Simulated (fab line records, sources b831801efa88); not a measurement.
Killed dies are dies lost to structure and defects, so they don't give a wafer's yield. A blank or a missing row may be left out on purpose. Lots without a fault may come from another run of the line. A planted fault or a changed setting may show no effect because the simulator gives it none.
Problem report in the 8D (eight disciplines) form, filled by code | flow gf180mcu | the parts of the form that need people (team, actions taken, sign-off) are left out

1. THE PROBLEM
cathode_dc_power_W at GF_V5_SPUTTER_22 reads a mean of 3844.5 W on 3 wafers of 3 lots; wafers without a fault read 4000.0 W with a standard deviation of 0.74. That is -99 or more standard deviations from the usual mean.
The step: material TiN, target thk 10 nm, time 40 s.
First seen on wafer L535.5, day 31 10:45, on pvd_sputter-03. The record holds 15 wafers of 7 lots with a number at this step. Rule for "out", or "out of limits": more than 4 standard deviations from the usual mean. The other wafers with a number count as sound.

2. WHAT IT IS AND WHAT IT IS NOT
question                    | is                     | is not
which readings at this step | cathode_dc_power_W     | throttle_valve_pct
which lots                  | L535, L536, L537       | L523, L529, L540, L541
which wafers of those lots  | all that have a number | -
read on which tools         | pvd_sputter-03         | pvd_sputter-02, pvd_sputter-04
when                        | from day 31 10:45      | up to then (6 sound wafers); but 6 sound wafers of L540, L541 came after

3. SUSPECTS, AND WHAT RULES EACH OUT
Counting: a tool at a process step up to the reading stays a suspect if it ran every lot that is out and no sound lot after the first of them.
- pvd_sputter-03 at GF_V5_SPUTTER_21 (material Ti, target thk 15 nm, time 80.02 s): kept. It ran every lot that is out, first L535 (day 31 10:42), and no sound lot after that; its last sound lot up to then is L523 (day 27 16:44).
- pvd_sputter-03 at GF_V5_SPUTTER_22 (material TiN, target thk 10 nm, time 40 s): kept. It ran every lot that is out, first L535 (day 31 10:45), and no sound lot after that; its last sound lot up to then is L523 (day 27 16:47). Its own readings are out on those wafers: cathode_dc_power_W.
Left after counting: pvd_sputter-03 at GF_V5_SPUTTER_21, pvd_sputter-03 at GF_V5_SPUTTER_22.

4. THE CAUSE (what the simulator had put in)
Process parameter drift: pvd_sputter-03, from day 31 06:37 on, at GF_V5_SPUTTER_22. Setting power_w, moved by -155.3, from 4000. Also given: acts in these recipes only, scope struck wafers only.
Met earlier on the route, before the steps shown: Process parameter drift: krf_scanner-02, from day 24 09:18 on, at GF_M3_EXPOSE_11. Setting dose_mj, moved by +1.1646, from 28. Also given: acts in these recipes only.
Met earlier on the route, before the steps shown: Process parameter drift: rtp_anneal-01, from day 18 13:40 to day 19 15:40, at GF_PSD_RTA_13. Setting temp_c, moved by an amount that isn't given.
Counting left 2 suspects, and this tool is among them.

5. THE CHAIN OF EFFECTS, in route order
Each row: a reading whose mean over the struck wafers that have a number lies more than 3 standard deviations from the usual. Only readings for which the record gives a usual standard deviation are gone through. hours: the time from each lot's start at the first step in this table that gives one to its start at this step, as a median over the lots. sigmas: the change in usual standard deviations.
hours | step             | reading            | usual    | on struck wafers | change | sigmas
0     | GF_V5_SPUTTER_22 | cathode_dc_power_W | 4000.0 W | 3844.5           | -155.5 | -99 or more
The process steps in it:
- GF_V5_SPUTTER_22: material TiN, target thk 10 nm, time 40 s.

6. WHAT WOULD HAVE CAUGHT IT SOONER
In this record the first reading out of limits was taken at day 31 10:45, 4 hours after the fault began at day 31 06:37.
